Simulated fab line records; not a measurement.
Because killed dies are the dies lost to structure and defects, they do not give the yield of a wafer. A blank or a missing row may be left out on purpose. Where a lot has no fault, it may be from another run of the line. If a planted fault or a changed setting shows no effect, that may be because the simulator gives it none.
Which tool is to blame? | flow gf180mcu | 12 lots, 36 wafers sampled, at 6 steps of a route of 602

WHAT THE GAUGES SHOWED, per wafer
GF_NWELL_TW_MEAS_11.
lot  | measured    | on           | NWELL_TW
L147 | day 3 07:32 | filmMetro-03 | 1530 1540 1539
L148 | day 3 12:28 | filmMetro-01 | 1568 1574 1562
L149 | day 3 18:23 | filmMetro-01 | 1561 1563 1559
L151 | day 4 04:29 | filmMetro-04 | 1563 1556 1554
L152 | day 4 09:06 | filmMetro-01 | 1416 1411 1408
L153 | day 4 19:11 | filmMetro-04 | 1403 1399 1405
L162 | day 6 23:20 | filmMetro-04 | 1566 1566 1569
L164 | day 7 08:29 | filmMetro-01 | 1572 1581 1583
L166 | day 7 15:07 | filmMetro-04 | 1569 1564 1562
L167 | day 7 20:28 | filmMetro-01 | 1584 1576 1574
L168 | day 8 03:23 | filmMetro-01 | 1575 1572 1569
L170 | day 8 12:50 | filmMetro-04 | 1579 1575 1587

GF_VT_IMPLANT_RS_MEAS_47: uses a four-point probe to measure.
lot  | measured     | on           | NWELL_RS (ohm/sq)
L147 | day 7 10:01  | filmMetro-03 | 489.3 488.5 487.5
L148 | day 7 16:31  | filmMetro-03 | 489.6 488.7 489.0
L149 | day 7 23:56  | filmMetro-04 | 489.1 488.3 488.5
L151 | day 8 11:40  | filmMetro-04 | 489.3 489.9 488.4
L152 | day 8 20:00  | filmMetro-01 | 605.1 603.5 603.1
L153 | day 9 07:12  | filmMetro-01 | 603.9 606.4 605.1
L162 | day 12 01:17 | filmMetro-04 | 490.4 489.3 488.5
L164 | day 12 12:37 | filmMetro-01 | 488.7 489.0 489.2
L166 | day 12 20:58 | filmMetro-03 | 488.6 488.1 489.0
L167 | day 13 01:25 | filmMetro-01 | 486.9 488.0 489.2
L168 | day 13 10:16 | filmMetro-03 | 487.0 487.0 486.6
L170 | day 13 23:53 | filmMetro-04 | 486.2 487.1 486.4

GF_POLY_GATE_THK_MEAS_01.
lot  | measured     | on           | POLY_GATE_CVD_00_THK (nm)
L147 | day 8 07:59  | filmMetro-03 | 191.1 190.1 193.7
L148 | day 8 15:01  | filmMetro-02 | 195.6 196.4 195.2
L149 | day 8 22:17  | filmMetro-03 | 193.4 195.4 195.0
L151 | day 9 12:25  | filmMetro-02 | 195.1 195.8 197.0
L152 | day 9 18:13  | filmMetro-03 | 192.8 194.1 192.2
L153 | day 10 05:33 | filmMetro-03 | 193.9 195.2 194.4
L162 | day 13 05:02 | filmMetro-03 | 195.0 194.8 197.3
L164 | day 13 16:59 | filmMetro-01 | 198.3 197.5 196.7
L166 | day 13 23:42 | filmMetro-01 | 195.8 196.6 197.4
L167 | day 14 05:53 | filmMetro-01 | 193.9 196.6 193.9
L168 | day 14 12:54 | filmMetro-03 | 195.9 193.4 195.3
L170 | day 15 04:21 | filmMetro-02 | 194.6 193.9 193.7

GF_NSD_CD_MEAS_07: the cd target is 400 nm.
lot  | measured     | on       | cdNm (nm)
L147 | day 13 02:21 | cdSem-01 | 400.4 401.6 399.9
L148 | day 13 12:56 | cdSem-01 | 401.2 400.3 400.7
L149 | day 13 19:43 | cdSem-02 | 397.7 398.2 397.6
L151 | day 14 11:46 | cdSem-02 | 397.9 399.6 401.3
L152 | day 14 18:14 | cdSem-01 | 402.6 401.0 401.2
L153 | day 15 10:35 | cdSem-01 | 396.3 397.0 396.2
L162 | day 18 21:55 | cdSem-02 | 398.7 398.9 398.7
L164 | day 19 13:08 | cdSem-01 | 402.8 402.9 401.8
L166 | day 19 20:08 | cdSem-01 | 400.3 401.8 402.2
L167 | day 20 02:26 | cdSem-02 | 395.9 397.6 398.3
L168 | day 20 11:07 | cdSem-01 | 402.0 403.0 401.2
L170 | day 21 04:03 | cdSem-01 | 403.3 406.6 404.7

WHICH TOOL RAN EACH LOT (tool, then ch and the chambers of the sampled wafers, then the start)
lot  | GF_NWELL_IMPLANT_08            | GF_POLY_GATE_STRIP_14
L147 | implanter-02 ch 0, day 3 07:08 | plasmaAsher-04 ch 0,1, day 9 00:29
L148 | implanter-04 ch 0, day 3 12:04 | plasmaAsher-03 ch 0,1, day 9 08:01
L149 | implanter-04 ch 0, day 3 18:01 | plasmaAsher-01 ch 0,1, day 9 16:28
L151 | implanter-02 ch 0, day 4 04:05 | plasmaAsher-01 ch 0,1, day 10 06:13
L152 | implanter-02 ch 0, day 4 08:44 | plasmaAsher-01 ch 0,1, day 10 11:49
L153 | implanter-02 ch 0, day 4 18:47 | plasmaAsher-04 ch 1, day 11 00:14
L162 | implanter-01 ch 0, day 6 22:58 | plasmaAsher-04 ch 0,1, day 14 00:53
L164 | implanter-01 ch 0, day 7 08:05 | plasmaAsher-01 ch 0,1, day 14 14:26
L166 | implanter-02 ch 0, day 7 14:43 | plasmaAsher-01 ch 0,1, day 14 20:46
L167 | implanter-04 ch 0, day 7 20:04 | plasmaAsher-01 ch 0,1, day 15 02:56
L168 | implanter-01 ch 0, day 8 02:59 | plasmaAsher-04 ch 0,1, day 15 10:23
L170 | implanter-01 ch 0, day 8 12:26 | plasmaAsher-03 ch 1, day 16 02:23
- GF_NWELL_IMPLANT_08
- GF_POLY_GATE_STRIP_14: strips in O2/N2.

WHAT THE TOOLS THEMSELVES READ (means of the sampled wafers that have a number; where no wafer has one, the mark that the record gives instead)
GF_NWELL_IMPLANT_08.
lot  | tool         | beamEnergyKeV | doseIonsCm2 | faradayCurrentUA
L147 | implanter-02 | 450.17        | 1.4984e+13  | 84.9
L148 | implanter-04 | 450.05        | 1.5000e+13  | 83.5
L149 | implanter-04 | 449.77        | 1.5010e+13  | 84.4
L151 | implanter-02 | 449.92        | 1.4990e+13  | 84.2
L152 | implanter-02 | 450.00        | 1.0064e+13  | 56.4
L153 | implanter-02 | 449.96        | 1.0064e+13  | 56.5
L162 | implanter-01 | 449.81        | 1.5022e+13  | 84.3
L164 | implanter-01 | 450.01        | 1.4987e+13  | 83.8
L166 | implanter-02 | 449.80        | 1.4992e+13  | 86.8
L167 | implanter-04 | 449.92        | 1.4986e+13  | 84.3
L168 | implanter-01 | 450.05        | 1.4996e+13  | 85.5
L170 | implanter-01 | 450.06        | 1.5015e+13  | 84.1

GF_POLY_GATE_STRIP_14.
lot  | tool           | drypumpMotorCurrentA (A) | heaterPowerW (W) | oesProductAu (a.u.) | platenTempC (C)
L147 | plasmaAsher-04 | 6.0                      | 292              | 0.506               | 249.81
L148 | plasmaAsher-03 | 6.2                      | 367              | 0.504               | 249.99
L149 | plasmaAsher-01 | 6.4                      | 348              | 0.504               | 250.07
L151 | plasmaAsher-01 | 6.5                      | 333              | 0.506               | 249.88
L152 | plasmaAsher-01 | 6.4                      | 345              | 0.506               | 250.29
L153 | plasmaAsher-04 | 6.0                      | 292              | 0.506               | 250.10
L162 | plasmaAsher-04 | 6.0                      | 292              | 0.508               | 249.84
L164 | plasmaAsher-01 | 6.5                      | 327              | 0.502               | 249.87
L166 | plasmaAsher-01 | 6.4                      | 343              | 0.505               | 249.81
L167 | plasmaAsher-01 | 6.4                      | 348              | 0.508               | 249.80
L168 | plasmaAsher-04 | 6.0                      | 295              | 0.503               | 249.86
L170 | plasmaAsher-03 | 6.6                      | 391              | 0.506               | 249.88

THE ANSWER, worked out from the rows above alone
Rule: usual is defined by the lots themselves. Put in order of their means at a reading, lots are off if they are a third of the lots or fewer, leave a main group of 4 or more, and stand apart from it by a gap of 3 or more times the standard deviation of the main group's means; of several such gaps the widest counts. The tables above print the reading to a certain number of digits; a main group whose means all agree to those digits is not used. Also off: a lot with no number at a reading for which 4 or more lots have one. Any other lot the step has rows for is counted as sound. The gauges are gone through in route order, then the tools' own readings, and for those a lot's mean is taken as printed above. At the first step where some lot is off, the reading lying furthest off is the one used; lots without a number count as furthest.
Off: L152, L153, at GF_NWELL_TW_MEAS_11 (NWELL_TW). The main group: mean 1566, standard deviation 12.
If a tool, at a process step before that reading, ran all the lots that are off and no sound lot after the first of them, it fits. The gauges at GF_NWELL_TW_MEAS_11 aren't tried: what is off there is off at GF_NWELL_IMPLANT_08 too, on other tools, and a gauge's error can't cause that. Of those tried, none fits.

WHAT THE SIMULATOR HAD PUT IN
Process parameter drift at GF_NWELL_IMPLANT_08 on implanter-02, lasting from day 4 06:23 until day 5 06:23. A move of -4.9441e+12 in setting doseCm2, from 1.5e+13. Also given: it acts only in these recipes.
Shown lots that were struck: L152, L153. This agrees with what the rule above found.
